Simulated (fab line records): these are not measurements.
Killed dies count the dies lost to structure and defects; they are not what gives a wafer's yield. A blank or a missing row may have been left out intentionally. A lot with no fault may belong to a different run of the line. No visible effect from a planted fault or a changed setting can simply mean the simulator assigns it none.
Which tool is to blame? | flow gf180mcu | route of 602 steps, sampled at 1 step: 13 lots, 39 wafers

WHAT THE GAUGES SHOWED, per wafer
GF_V4_BOW_MEAS_05.
lot  | measured     | on           | V4_BOW (um)
L823 | day 24 08:29 | filmMetro-01 | 145 130 132
L824 | day 24 13:44 | filmMetro-04 | 141 135 123
L826 | day 25 05:53 | filmMetro-03 | 126 122 142
L827 | day 25 18:44 | filmMetro-03 | 139 146 140
L829 | day 26 16:38 | filmMetro-01 | 131 142 124
L830 | day 26 22:44 | filmMetro-04 | 133 134 132
L831 | day 27 01:01 | filmMetro-04 | 128 130 135
L833 | day 27 12:23 | filmMetro-04 | 139 143 143
L835 | day 28 08:14 | filmMetro-04 | 143 136 139
L836 | day 28 17:49 | filmMetro-01 | 132 120 132
L840 | day 29 20:12 | filmMetro-04 | 134 119 136
L842 | day 30 03:25 | filmMetro-04 | 134 116 130
L844 | day 30 15:37 | filmMetro-01 | 124 139 125

WHICH TOOL RAN EACH LOT (tool, then ch and the chambers of the sampled wafers, then the start)
Before these readings, the record contains no process step.

AS READ BY THE TOOLS THEMSELVES (means over the sampled wafers that have a number; for cases with no such wafer, the mark the record gives instead)
The record holds no such reading with a usual standard deviation.

THE ANSWER, worked out from the rows above alone
Rule: what is usual is taken from the lots themselves. Put in order of their means at a reading, lots are off if they are a third of the lots or fewer, leave a main group of 4 or more, and stand apart from it by a gap of 3 or more times the standard deviation of the main group's means; of several such gaps the widest counts. A main group whose means are all the same, to the digits that the tables above print for the reading, isn't used. A lot without any number at a reading at which 4 lots or more have one is off too. All remaining lots with rows at the step are treated as sound. After the gauges, taken in route order, come the tools' own readings; for these a lot's mean is taken, as printed above. The first step at which some lot is off is used, and at that step the reading that is off furthest; a lot without a number counts as furthest.
No lot is off at any reading shown: from this, nothing can be told.

WHAT THE SIMULATOR HAD INSERTED
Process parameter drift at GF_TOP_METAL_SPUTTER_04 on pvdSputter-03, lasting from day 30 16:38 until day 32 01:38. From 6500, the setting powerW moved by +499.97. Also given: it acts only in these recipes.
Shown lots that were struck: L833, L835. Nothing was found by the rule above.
